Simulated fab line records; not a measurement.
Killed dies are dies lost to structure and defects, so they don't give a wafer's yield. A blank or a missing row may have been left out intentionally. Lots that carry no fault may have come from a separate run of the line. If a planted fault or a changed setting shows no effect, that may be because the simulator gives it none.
fab line records | flow sky130
record lots=7 | wafers=21 | last_day=50
route steps=708 shown LOCAL_INTERCONNECT@388
lots with no fault: from the same line, run without faults
start_h: the number of hours between the record's first day and the start of the first shown wafer of the lot | wait_h: hours from the lot's prior step to this one | " as in the row above | L1.1+2: several wafers, shown together as one row | - no value present, or no start provided | * or withheld: withheld | < > ~ a bound
route shown NAME@n: a module of which the file shows steps, and the number in the route of the first | usual: mean and standard deviation over wafers with no fault | same: alike in all rows | chamber/n: place in a boat | sites: each site's reading | _std_site: standard deviation across them | _edge_site: outer sites' mean less inner sites' | radius_mm: how far each site lies from the wafer's centre | mask NAME#n: copy n | behind: the most recent tool/chamber to have shaped the wafer | hold: why the lot went on hold/how many hours it stayed there/how the hold came to an end | device: transistor that didn't switch, given as n, p or np | end of line: the tests these same wafers got at the end of their route | a step with no rows: only its recipe | killed: not the wafer's yield, but the dies lost to structure and defects at the first sort | map: a wafer's dies, x killed, . not, _ none there
set.NAME: the run value of the setting; set.NAME@STEP: its run value at that earlier step | model.NAME: the simulator's own value behind a step, which no gauge read
lots seen at some steps along the route; tables by step, rows by wafer
services: when a tool's chamber went out of use (start_h, in hours from the record's first day, below 0 if earlier), for how many hours, and the reason
## steps
# step SKY_LOCAL_INTERCONNECT_RS_MEAS_01
# recipe thk_meas_gauge=four-point-probe | reads=TiN_of_LOCAL_INTERCONNECT_SPUTTER_00
# usual LOCAL_INTERCONNECT_TIN_RS=14.08/0.18
lot.wafer | tool          | chamber | start_h | wait_h | LOCAL_INTERCONNECT_TIN_RS[ohm/sq]
L864.1    | film_metro-04 | -       | 729.35  | 0.0    | 14.12
L864.3    | "             | -       | "       | "      | 14.01
L864.4    | "             | -       | "       | "      | 14.01
L865.1    | film_metro-02 | -       | 733.86  | 0.0    | 13.91
L865.2    | "             | -       | "       | "      | 13.74
L865.6    | "             | -       | "       | "      | 13.85
L868.2    | film_metro-03 | -       | 757.15  | 0.1    | 14.21
L868.4    | "             | -       | "       | "      | 14.04
L868.6    | "             | -       | "       | "      | 14.30
L875.1    | film_metro-04 | -       | 837.10  | 0.0    | 14.31
L875.4    | "             | -       | "       | "      | 14.45
L875.5    | "             | -       | "       | "      | 14.23
L878.1    | film_metro-04 | -       | 841.34  | 0.0    | 14.02
L878.4    | "             | -       | "       | "      | 13.83
L878.6    | "             | -       | "       | "      | 14.12
L877.1    | film_metro-04 | -       | 842.81  | 0.0    | 14.41
L877.3    | "             | -       | "       | "      | 14.48
L877.5    | "             | -       | "       | "      | 14.29
L879.1    | film_metro-02 | -       | 845.29  | 0.0    | 14.50
L879.4    | "             | -       | "       | "      | 14.37
L879.6    | "             | -       | "       | "      | 14.34
# step SKY_LOCAL_INTERCONNECT_THK_MEAS_02
# recipe thk_meas_gauge=xrf | reads=TiN_of_LOCAL_INTERCONNECT_SPUTTER_00
# usual LOCAL_INTERCONNECT_TIN_THK=100.4/1.3
lot.wafer | tool          | chamber | start_h | wait_h | LOCAL_INTERCONNECT_TIN_THK[nm]
L864.1    | film_metro-04 | -       | 729.47  | 0.1    | 100.2
L864.3    | "             | -       | "       | "      | 101.0
L864.4    | "             | -       | "       | "      | 100.8
L865.1    | film_metro-02 | -       | 733.98  | 0.1    | 101.4
L865.2    | "             | -       | "       | "      | 102.4
L865.6    | "             | -       | "       | "      | 101.6
L868.2    | film_metro-03 | -       | 757.26  | 0.1    | 99.7
L868.4    | "             | -       | "       | "      | 101.1
L868.6    | "             | -       | "       | "      | 98.8
L875.1    | film_metro-04 | -       | 837.22  | 0.1    | 99.4
L875.4    | "             | -       | "       | "      | 98.6
L875.5    | "             | -       | "       | "      | 99.6
L878.1    | film_metro-04 | -       | 841.46  | 0.1    | 100.8
L878.4    | "             | -       | "       | "      | 102.6
L878.6    | "             | -       | "       | "      | 100.4
L877.1    | film_metro-04 | -       | 842.93  | 0.1    | 98.2
L877.3    | "             | -       | "       | "      | 98.0
L877.5    | "             | -       | "       | "      | 99.5
L879.1    | film_metro-02 | -       | 845.41  | 0.1    | 97.0
L879.4    | "             | -       | "       | "      | 98.3
L879.6    | "             | -       | "       | "      | 98.5
# step SKY_LOCAL_INTERCONNECT_DEHYDRATE_03
# recipe temp_c=200 | time_s=60
# step SKY_LOCAL_INTERCONNECT_HMDS_04
# recipe prime_time_s=60 | prime_temp_c=120
# step SKY_LOCAL_INTERCONNECT_COAT_05
# recipe resist=BARC | temp_c=withheld | time_s=withheld | spin_rpm=3000 | resist_thk_nm=60
# step SKY_LOCAL_INTERCONNECT_COAT_06
# recipe resist=KrF-thick | spin_rpm=3000 | resist_thk_nm=450
# step SKY_LOCAL_INTERCONNECT_SOFTBAKE_07
# recipe temp_c=100 | time_s=90 | resist=KrF-thick
# step SKY_LOCAL_INTERCONNECT_EXPOSE_08
# recipe mask_id=LI1M | na=0.8 | source_shape=annular | sigma_inner=0.55 | sigma_outer=0.85 | target_cd_nm=170 | dose_mj=28
# step SKY_LOCAL_INTERCONNECT_PEB_09
# recipe peb_temp_c=withheld | peb_time_s=withheld | resist=KrF-thick
# step SKY_LOCAL_INTERCONNECT_DEVELOP_10
# recipe develop_time_s=60 | resist=KrF-thick | dev_temp_c=21
# step SKY_LOCAL_INTERCONNECT_CD_MEAS_11
# recipe target_cd_nm=170
# usual cd_nm=170.4/1.4
lot.wafer | tool      | chamber | start_h | wait_h | cd_nm
L864.1    | cd_sem-02 | -       | 756.91  | -      | 172.5
L864.3    | "         | -       | "       | "      | 171.2
L864.4    | "         | -       | "       | "      | 170.8
L865.1    | cd_sem-01 | -       | 760.85  | -      | 168.9
L865.2    | "         | -       | "       | "      | 168.6
L865.6    | "         | -       | "       | "      | 169.8
L868.2    | cd_sem-02 | -       | 783.58  | -      | 171.0
L868.4    | "         | -       | "       | "      | 169.4
L868.6    | "         | -       | "       | "      | 171.7
L875.1    | cd_sem-02 | -       | 863.30  | -      | 170.8
L875.4    | "         | -       | "       | "      | 172.2
L875.5    | "         | -       | "       | "      | 170.2
L878.1    | cd_sem-01 | -       | 867.45  | -      | 170.6
L878.4    | "         | -       | "       | "      | 170.1
L878.6    | "         | -       | "       | "      | 170.6
L877.1    | cd_sem-01 | -       | 869.35  | -      | 171.1
L877.3    | "         | -       | "       | "      | 170.8
L877.5    | "         | -       | "       | "      | 169.2
L879.1    | cd_sem-02 | -       | 870.95  | -      | 171.2
L879.4    | "         | -       | "       | "      | 171.1
L879.6    | "         | -       | "       | "      | 170.0
# step SKY_LOCAL_INTERCONNECT_OVL_MEAS_12
# usual LOCAL_INTERCONNECT_OVL=-1/5.1
lot.wafer | tool       | chamber | start_h | wait_h | LOCAL_INTERCONNECT_OVL[nm]
L864.1    | overlay-02 | -       | 757.03  | 0.1    | -1
L864.3    | "          | -       | "       | "      | 1
L864.4    | "          | -       | "       | "      | 6
L865.1    | overlay-02 | -       | 760.97  | 0.1    | 1
L865.2    | "          | -       | "       | "      | -7
L865.6    | "          | -       | "       | "      | -4
L868.2    | overlay-01 | -       | 783.69  | 0.1    | -4
L868.4    | "          | -       | "       | "      | -7
L868.6    | "          | -       | "       | "      | -6
L875.1    | overlay-02 | -       | 863.42  | 0.1    | 2
L875.4    | "          | -       | "       | "      | -1
L875.5    | "          | -       | "       | "      | 2
L878.1    | overlay-02 | -       | 867.57  | 0.1    | -12
L878.4    | "          | -       | "       | "      | -5
L878.6    | "          | -       | "       | "      | -2
L877.1    | overlay-01 | -       | 869.47  | 0.1    | -1
L877.3    | "          | -       | "       | "      | 4
L877.5    | "          | -       | "       | "      | -9
L879.1    | overlay-01 | -       | 871.07  | 0.1    | 2
L879.4    | "          | -       | "       | "      | -4
L879.6    | "          | -       | "       | "      | -4
# step SKY_LOCAL_INTERCONNECT_ETCH_13
# recipe chemistry=N2/H2 | target=BARC | ion_energy_ev=200 | bias_w=100 | pressure_mtorr=30 | n2_flow_sccm=100 | h2_flow_sccm=200 | icp_w=500 | stop_on=SiO2 | time_s=45.9 | target_depth_a=600
# usual drypump_motor_current_A=5.8/0.43 | h2_flow_sccm=199.9/0.6 | oes_product_au=0.853/0.0049 | rf_fwd_power_W=494.0/2.1 | throttle_valve_pct=13.225/0.0093
# same time_s=45.9
lot.wafer | tool         | chamber | start_h | wait_h | drypump_motor_current_A | h2_flow_sccm | oes_product_au | rf_fwd_power_W | rf_hours_counter_h | throttle_valve_pct | model.KrF-thick_of_LOCAL_INTERCONNECT_COAT_06.thk_nm
L864.1    | rie_metal-04 | 0       | 757.07  | 0.0    | 5.7                     | 200.0        | 0.854          | 491.0          | 14                 | 13.218             | 393.6
L864.3    | "            | 1       | "       | "      | 6.0                     | 199.7        | 0.857          | 489.8          | -                  | 13.228             | 394
L864.4    | "            | 0       | "       | "      | 5.7                     | 199.7        | 0.855          | 490.9          | -                  | 13.234             | 392.6
L865.1    | rie_metal-01 | 0       | 761.01  | 0.0    | 6.3                     | 200.7        | 0.852          | 495.8          | 9                  | 13.232             | 393
L865.2    | "            | 0       | "       | "      | 6.3                     | 200.5        | 0.857          | 494.8          | -                  | 13.206             | 392.4
L865.6    | "            | 0       | "       | "      | 6.3                     | 200.2        | 0.857          | 495.5          | -                  | 13.233             | 392.2
L868.2    | rie_metal-02 | 0       | 783.72  | 0.0    | 5.5                     | 199.4        | 0.858          | 491.8          | 4                  | 13.227             | 393.3
L868.4    | "            | 1       | "       | "      | 5.7                     | 199.8        | 0.849          | 495.4          | -                  | 13.229             | 394.1
L868.6    | "            | 0       | "       | "      | 5.5                     | 199.1        | 0.850          | 492.0          | -                  | 13.212             | 394.9
L875.1    | rie_metal-01 | 1       | 863.46  | 0.0    | 5.0                     | 199.5        | 0.856          | 495.7          | 1                  | 13.212             | 394.8
L875.4    | "            | 1       | "       | "      | 5.0                     | 199.5        | 0.852          | 498.1          | -                  | 13.214             | 395.4
L875.5    | "            | 1       | "       | "      | 5.0                     | 201.0        | 0.852          | 495.2          | -                  | 13.219             | 395.2
L878.1    | rie_metal-01 | 0       | 867.61  | 0.0    | 6.3                     | 199.5        | 0.860          | 493.1          | 15                 | 13.244             | 391.3
L878.4    | "            | 0       | "       | "      | 6.3                     | 200.0        | 0.856          | 493.7          | -                  | 13.219             | 392.1
L878.6    | "            | 0       | "       | "      | 6.3                     | 200.6        | 0.858          | 496.4          | -                  | 13.231             | 391.1
L877.1    | rie_metal-01 | 1       | 869.51  | 0.0    | 5.0                     | 200.4        | 0.852          | 495.8          | 2                  | 13.229             | 394.7
L877.3    | "            | 1       | "       | "      | 5.0                     | 199.4        | 0.857          | 495.4          | -                  | 13.234             | 394
L877.5    | "            | 1       | "       | "      | 5.0                     | 199.9        | 0.856          | 494.1          | -                  | 13.237             | 395.9
L879.1    | rie_metal-04 | 1       | 871.11  | 0.0    | 6.0                     | 200.0        | 0.856          | 492.9          | 9                  | 13.229             | 393.5
L879.4    | "            | 1       | "       | "      | 6.0                     | 201.0        | 0.851          | 493.5          | -                  | 13.229             | 391
L879.6    | "            | 1       | "       | "      | 6.0                     | 199.8        | 0.854          | 493.9          | -                  | 13.221             | 390.8
# step SKY_LOCAL_INTERCONNECT_METAL_ETCH_14
# recipe target_depth_nm=110 | stop_on=PSG | chemistry=Cl2/BCl3 | target=TiN | resist_sidewall_deg=88 | pressure_mtorr=10 | icp_w=900 | bias_w=48.5 | Cl2_flow_sccm=60 | bcl3_flow_sccm=30 | time_s=31.4
# usual drypump_motor_current_A=5.8/0.43 | oes_product_au=0.943/0.0079 | rf_fwd_power_W=887/6 | throttle_valve_pct=21.900/0.01
# same time_s=31.4
lot.wafer | tool         | chamber | start_h | wait_h | drypump_motor_current_A | oes_product_au | rf_fwd_power_W | rf_hours_counter_h | throttle_valve_pct
L864.1    | rie_metal-04 | 0       | 757.13  | 0.0    | 5.7                     | 0.947          | 880            | 14                 | 21.917
L864.3    | "            | 1       | "       | "      | 6.0                     | 0.954          | 878            | -                  | 21.902
L864.4    | "            | 0       | "       | "      | 5.7                     | 0.947          | 878            | -                  | 21.892
L865.1    | rie_metal-01 | 0       | 761.13  | 0.1    | 6.3                     | 0.952          | 890            | 9                  | 21.886
L865.2    | "            | 0       | "       | "      | 6.3                     | 0.958          | 890            | -                  | 21.891
L865.6    | "            | 0       | "       | "      | 6.3                     | 0.953          | 889            | -                  | 21.882
L868.2    | rie_metal-02 | 0       | 783.78  | 0.0    | 5.5                     | 0.930          | 880            | 4                  | 21.899
L868.4    | "            | 1       | "       | "      | 5.7                     | 0.939          | 890            | -                  | 21.905
L868.6    | "            | 0       | "       | "      | 5.5                     | 0.938          | 881            | -                  | 21.909
L875.1    | rie_metal-01 | 1       | 863.52  | 0.0    | 5.0                     | 0.936          | 893            | 1                  | 21.900
L875.4    | "            | 1       | "       | "      | 5.0                     | 0.932          | 892            | -                  | 21.920
L875.5    | "            | 1       | "       | "      | 5.0                     | 0.946          | 894            | -                  | 21.895
L878.1    | rie_metal-01 | 0       | 867.67  | 0.0    | 6.3                     | 0.950          | 890            | 15                 | 21.913
L878.4    | "            | 0       | "       | "      | 6.3                     | 0.950          | 893            | -                  | 21.883
L878.6    | "            | 0       | "       | "      | 6.3                     | 0.944          | 885            | -                  | 21.901
L877.1    | rie_metal-01 | 1       | 869.64  | 0.1    | 5.0                     | 0.929          | 890            | 2                  | 21.898
L877.3    | "            | 1       | "       | "      | 5.0                     | 0.928          | 893            | -                  | 21.904
L877.5    | "            | 1       | "       | "      | 5.0                     | 0.931          | 891            | -                  | 21.907
L879.1    | rie_metal-04 | 1       | 871.23  | 0.1    | 6.0                     | 0.929          | 884            | 9                  | 21.905
L879.4    | "            | 1       | "       | "      | 6.0                     | 0.935          | 884            | -                  | 21.904
L879.6    | "            | 1       | "       | "      | 6.0                     | 0.927          | 883            | -                  | 21.908
## services
tool         | chamber | start_h | hours | kind
rie_metal-02 | 1       | 755.50  | -     | clean
rie_metal-02 | 1       | 755.50  | 23.1  | scheduled_down
rie_metal-02 | 1       | 755.50  | 23.1  | vent_cycle
rie_metal-01 | 1       | 759.54  | 13.8  | repair
rie_metal-02 | 1       | 793.84  | 40.4  | repair
rie_metal-02 | 0       | 798.89  | 27.8  | repair
rie_metal-01 | 1       | 808.44  | -     | clean
rie_metal-01 | 1       | 808.44  | 21.8  | scheduled_down
rie_metal-01 | 1       | 808.44  | 21.8  | vent_cycle
rie_metal-02 | -       | 826.67  | 2.7   | pm
rie_metal-01 | 1       | 848.14  | 5.9   | repair
rie_metal-04 | 0       | 852.52  | -     | clean
rie_metal-04 | 0       | 852.52  | 20.9  | scheduled_down
rie_metal-04 | 0       | 852.52  | 20.9  | vent_cycle
rie_metal-01 | 0       | 868.32  | 1.5   | repair
## key
first_sign none at tools or gauges
model_effect step=SKY_LOCAL_INTERCONNECT_ETCH_13 | value=KrF-thick_of_LOCAL_INTERCONNECT_COAT_06.thk_nm | without=391.5 | struck=393.8
met_at SKY_LOCAL_INTERCONNECT_ETCH_13
struck_wafers L875.1,L875.4,L875.5,L877.1,L877.3,L877.5,L878.1,L878.4,L878.6
tester_left_out L875,L877,L878
onset_between 761.01 863.46
fault kind=process_parameter_drift | tool=rie_metal-01 | chamber=- | onset_h=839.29 | steps=SKY_LOCAL_INTERCONNECT_ETCH_13 | channel=ion_energy_ev | offset=-32 | shape=step | end_h=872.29 | acts_in=these_recipes_only | stated=200
# tester_left_out: of these lots the tester's yield and bins aren't shown, on N5 and GAA mostly nor the transistor test; their killed dies are dies lost to structure and defects alone, not to doping, threshold or leakage, so they don't give the yield
